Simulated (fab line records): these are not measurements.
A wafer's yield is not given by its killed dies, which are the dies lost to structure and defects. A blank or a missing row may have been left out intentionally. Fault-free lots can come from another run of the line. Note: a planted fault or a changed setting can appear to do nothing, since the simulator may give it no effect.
The tool behind it: which one? :: flow gf180mcu :: 42 wafers from 14 lots sampled at 5 of the route's 602 steps

## WHAT THE GAUGES SHOWED, per wafer
GF_STI_THK_MEAS_04. Usual: STI_CVD_03_THK 208.2 nm, standard deviation 1.7.
lot: L752
measured: day 1 14:40
on: filmMetro-04
STI_CVD_03_THK (nm): 205.8 207.1 207.0
flag: 

lot: L753
measured: day 1 18:34
on: filmMetro-04
STI_CVD_03_THK (nm): 208.6 209.6 208.7
flag: 

lot: L754
measured: day 1 23:34
on: filmMetro-01
STI_CVD_03_THK (nm): 206.1 208.2 207.3
flag: 

lot: L755
measured: day 2 04:34
on: filmMetro-01
STI_CVD_03_THK (nm): 204.9 205.8 206.4
flag: 

lot: L756
measured: day 2 10:31
on: filmMetro-04
STI_CVD_03_THK (nm): 207.1 207.9 207.4
flag: 

lot: L757
measured: day 2 14:34
on: filmMetro-01
STI_CVD_03_THK (nm): 206.7 207.5 205.8
flag: 

lot: L758
measured: day 2 19:34
on: filmMetro-04
STI_CVD_03_THK (nm): 208.9 207.3 208.6
flag: 

lot: L760
measured: day 3 05:34
on: filmMetro-02
STI_CVD_03_THK (nm): 208.7 208.8 208.8
flag: 

lot: L762
measured: day 3 16:34
on: filmMetro-01
STI_CVD_03_THK (nm): 208.0 208.6 209.7
flag: 

lot: L763
measured: day 3 20:34
on: filmMetro-01
STI_CVD_03_THK (nm): 207.2 207.7 206.3
flag: 

lot: L764
measured: day 4 02:37
on: filmMetro-01
STI_CVD_03_THK (nm): 209.9 206.5 209.3
flag: 

lot: L765
measured: day 4 06:34
on: filmMetro-04
STI_CVD_03_THK (nm): 210.2 210.5 208.9
flag: 

lot: L772
measured: day 5 18:40
on: filmMetro-01
STI_CVD_03_THK (nm): 207.9 208.3 207.5
flag: 

lot: L775
measured: day 6 10:03
on: filmMetro-04
STI_CVD_03_THK (nm): 204.7 203.3 205.1
flag: 

GF_MVSD_OVL_MEAS_07. Usual: MVSD_OVL -1.5 nm, standard deviation 1.5.
lot: L752
measured: day 4 12:26
on: overlay-02
MVSD_OVL (nm): 0.0 0.4 0.1
flag: 

lot: L753
measured: day 4 16:25
on: overlay-02
MVSD_OVL (nm): 0.6 0.3 -1.4
flag: 

lot: L754
measured: day 4 22:14
on: overlay-01
MVSD_OVL (nm): -1.8 -0.8 -0.3
flag: 

lot: L755
measured: day 5 03:58
on: overlay-02
MVSD_OVL (nm): -3.4 -3.4 -2.9
flag: 

lot: L756
measured: day 5 10:20
on: overlay-01
MVSD_OVL (nm): 0.5 1.7 -1.6
flag: 

lot: L757
measured: day 5 18:25
on: overlay-01
MVSD_OVL (nm): -1.1 -0.8 -0.8
flag: 

lot: L758
measured: day 5 23:07
on: overlay-01
MVSD_OVL (nm): -3.3 -1.9 -2.9
flag: 

lot: L760
measured: day 6 08:28
on: overlay-02
MVSD_OVL (nm): -3.1 -3.6 -2.0
flag: 

lot: L762
measured: day 6 22:56
on: overlay-01
MVSD_OVL (nm): -3.7 -4.6 -4.7
flag: 

lot: L763
measured: day 7 02:52
on: overlay-02
MVSD_OVL (nm): -0.6 -1.3 -1.1
flag: 

lot: L764
measured: day 7 08:16
on: overlay-01
MVSD_OVL (nm): -128.3 -128.5 -128.6 -128.2 -128.2 -128.6
flag: OFF

lot: L765
measured: day 7 12:25
on: overlay-01
MVSD_OVL (nm): -130.2 -131.5 -130.9 -130.1 -131.4 -130.9
flag: OFF

lot: L772
measured: day 9 05:58
on: overlay-01
MVSD_OVL (nm): -2.1 -1.7 -0.9
flag: 

lot: L775
measured: day 9 23:58
on: overlay-02
MVSD_OVL (nm): -1.6 -0.5 -1.8
flag: 

GF_DUAL_GATE_THK_MEAS_03. Usual: DUAL_GATE_OXIDATION_00_THK 10.94 nm, standard deviation 0.21.
lot: L752
measured: day 7 16:22
on: filmMetro-04
DUAL_GATE_OXIDATION_00_THK (nm): 10.80 10.90 10.74
flag: 

lot: L753
measured: day 7 22:24
on: filmMetro-01
DUAL_GATE_OXIDATION_00_THK (nm): 11.03 11.16 11.10
flag: 

lot: L754
measured: day 8 04:40
on: filmMetro-04
DUAL_GATE_OXIDATION_00_THK (nm): 10.79 10.76 10.74
flag: 

lot: L755
measured: day 8 11:13
on: filmMetro-04
DUAL_GATE_OXIDATION_00_THK (nm): 11.04 11.04 11.19
flag: 

lot: L756
measured: day 8 17:50
on: filmMetro-01
DUAL_GATE_OXIDATION_00_THK (nm): 11.09 11.04 11.07
flag: 

lot: L757
measured: day 9 04:20
on: filmMetro-04
DUAL_GATE_OXIDATION_00_THK (nm): 10.77 10.65 10.53
flag: 

lot: L758
measured: day 9 09:34
on: filmMetro-04
DUAL_GATE_OXIDATION_00_THK (nm): 11.25 11.37 11.23
flag: 

lot: L760
measured: day 9 20:13
on: filmMetro-01
DUAL_GATE_OXIDATION_00_THK (nm): 11.00 10.70 10.72
flag: 

lot: L762
measured: day 10 12:16
on: filmMetro-01
DUAL_GATE_OXIDATION_00_THK (nm): 10.99 10.98 11.07
flag: 

lot: L763
measured: day 10 18:16
on: filmMetro-01
DUAL_GATE_OXIDATION_00_THK (nm): 11.10 11.01 11.14
flag: 

lot: L772
measured: day 13 05:26
on: filmMetro-04
DUAL_GATE_OXIDATION_00_THK (nm): 10.85 10.74 10.79
flag: 

lot: L775
measured: day 14 01:56
on: filmMetro-04
DUAL_GATE_OXIDATION_00_THK (nm): 11.23 11.31 11.26
flag: 

GF_POLY_GATE_CD_MEAS_10: target cd 280 nm. Usual: cdNm reads 279.9 nm (standard deviation 1).
lot: L752
measured: day 9 04:32
on: cdSem-02
cdNm (nm): 279.6 279.8 279.9
flag: 

lot: L753
measured: day 9 10:43
on: cdSem-01
cdNm (nm): 280.0 280.5 280.8
flag: 

lot: L754
measured: day 9 17:08
on: cdSem-02
cdNm (nm): 279.4 279.6 279.0
flag: 

lot: L755
measured: day 10 00:40
on: cdSem-02
cdNm (nm): 278.8 277.9 279.5
flag: 

lot: L756
measured: day 10 07:11
on: cdSem-01
cdNm (nm): 278.0 277.3 278.2
flag: 

lot: L757
measured: day 10 17:13
on: cdSem-02
cdNm (nm): 279.8 279.6 280.3
flag: 

lot: L758
measured: day 11 00:05
on: cdSem-01
cdNm (nm): 280.3 279.6 279.6
flag: 

lot: L760
measured: day 11 11:49
on: cdSem-01
cdNm (nm): 279.4 279.9 278.0
flag: 

lot: L762
measured: day 12 06:55
on: cdSem-02
cdNm (nm): 280.5 281.3 282.2
flag: 

lot: L763
measured: day 12 11:59
on: cdSem-02
cdNm (nm): 280.2 279.6 279.4
flag: 

lot: L772
measured: day 15 01:22
on: cdSem-01
cdNm (nm): 280.0 281.8 279.8
flag: 

lot: L775
measured: day 15 21:59
on: cdSem-01
cdNm (nm): 280.0 280.5 279.5
flag: 

## EACH LOT AND THE TOOL THAT RAN IT (in order: tool; ch and the chambers of the sampled wafers; start)
lot: L752
GF_MVSD_EXPOSE_04: ilineStepper-02 ch 0, day 4 05:35

lot: L753
GF_MVSD_EXPOSE_04: ilineStepper-01 ch 0, day 4 09:29

lot: L754
GF_MVSD_EXPOSE_04: ilineStepper-01 ch 0, day 4 16:02

lot: L755
GF_MVSD_EXPOSE_04: ilineStepper-02 ch 0, day 4 20:56

lot: L756
GF_MVSD_EXPOSE_04: ilineStepper-01 ch 0, day 5 03:45

lot: L757
GF_MVSD_EXPOSE_04: ilineStepper-01 ch 0, day 5 11:19

lot: L758
GF_MVSD_EXPOSE_04: ilineStepper-02 ch 0, day 5 16:14

lot: L760
GF_MVSD_EXPOSE_04: ilineStepper-02 ch 0, day 6 01:40

lot: L762
GF_MVSD_EXPOSE_04: ilineStepper-01 ch 0, day 6 15:27

lot: L763
GF_MVSD_EXPOSE_04: ilineStepper-02 ch 0, day 6 18:57

lot: L764
GF_MVSD_EXPOSE_04: ilineStepper-01 ch 0, day 7 00:47

lot: L765
GF_MVSD_EXPOSE_04: ilineStepper-01 ch 0, day 7 04:37

lot: L772
GF_MVSD_EXPOSE_04: ilineStepper-02 ch 0, day 8 21:52

lot: L775
GF_MVSD_EXPOSE_04: ilineStepper-02 ch 0, day 9 15:03
- GF_MVSD_EXPOSE_04: exposes mask MVSD, target cd 1000 nm.

## WHAT THE TOOLS THEMSELVES READ (means of the sampled wafers that have a number; where no wafer has one, the mark that the record gives instead)
GF_MVSD_EXPOSE_04. Usual: exposureDoseMJCm2 260.01, standard deviation 0.29; reticleTempC 22.98 C, standard deviation 0.11.
lot: L752
tool: ilineStepper-02
exposureDoseMJCm2: 260.16
reticleTempC (C): 23.08
flag: 

lot: L753
tool: ilineStepper-01
exposureDoseMJCm2: 259.99
reticleTempC (C): 22.93
flag: 

lot: L754
tool: ilineStepper-01
exposureDoseMJCm2: 260.20
reticleTempC (C): 23.06
flag: 

lot: L755
tool: ilineStepper-02
exposureDoseMJCm2: 259.89
reticleTempC (C): 22.86
flag: 

lot: L756
tool: ilineStepper-01
exposureDoseMJCm2: 259.97
reticleTempC (C): 23.02
flag: 

lot: L757
tool: ilineStepper-01
exposureDoseMJCm2: 259.85
reticleTempC (C): 22.81
flag: 

lot: L758
tool: ilineStepper-02
exposureDoseMJCm2: 260.19
reticleTempC (C): 22.90
flag: 

lot: L760
tool: ilineStepper-02
exposureDoseMJCm2: 259.61
reticleTempC (C): 22.99
flag: 

lot: L762
tool: ilineStepper-01
exposureDoseMJCm2: 259.85
reticleTempC (C): 22.99
flag: 

lot: L763
tool: ilineStepper-02
exposureDoseMJCm2: 260.18
reticleTempC (C): 22.90
flag: 

lot: L764
tool: ilineStepper-01
exposureDoseMJCm2: 259.82
reticleTempC (C): 23.00
flag: 

lot: L765
tool: ilineStepper-01
exposureDoseMJCm2: 260.08
reticleTempC (C): 23.11
flag: 

lot: L772
tool: ilineStepper-02
exposureDoseMJCm2: 260.38
reticleTempC (C): 22.93
flag: 

lot: L775
tool: ilineStepper-02
exposureDoseMJCm2: 260.16
reticleTempC (C): 23.02
flag: 

## THE ANSWER, worked out from the rows above alone
Rule: lot off if the mean of its wafers having a number is beyond 3 standard deviations from the usual mean. A lot without any number at a reading at which 4 lots or more have one is off too. Where the step has rows for the other lots, those lots are counted as sound. Order of review: gauges by route order, followed by the tools' own readings, for which a lot's mean as printed above is used. At the first step where some lot is off, the reading lying furthest off is the one used; lots without a number count as furthest.
Off: L764, L765, at GF_MVSD_OVL_MEAS_07 (MVSD_OVL).
A tool fits if, at a process step before that reading, it ran every lot that is off, and no sound lot after the first of them. The gauges at GF_MVSD_OVL_MEAS_07 are tried like those tools. One fits: ilineStepper-01 at GF_MVSD_EXPOSE_04. A fault onset in the window from L762 (day 6 15:27, its last sound lot) to L764 (day 7 00:47, its first lot off) fits.

## WHAT THE SIMULATOR HAD PUT IN
Scanner matching overlay: ilineStepper-01, from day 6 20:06 on, at GF_MVSD_EXPOSE_04. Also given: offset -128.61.
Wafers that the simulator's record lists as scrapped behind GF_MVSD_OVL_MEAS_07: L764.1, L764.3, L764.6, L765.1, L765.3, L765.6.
Shown lots that were struck: L764, L765. This agrees with what the rule above found.
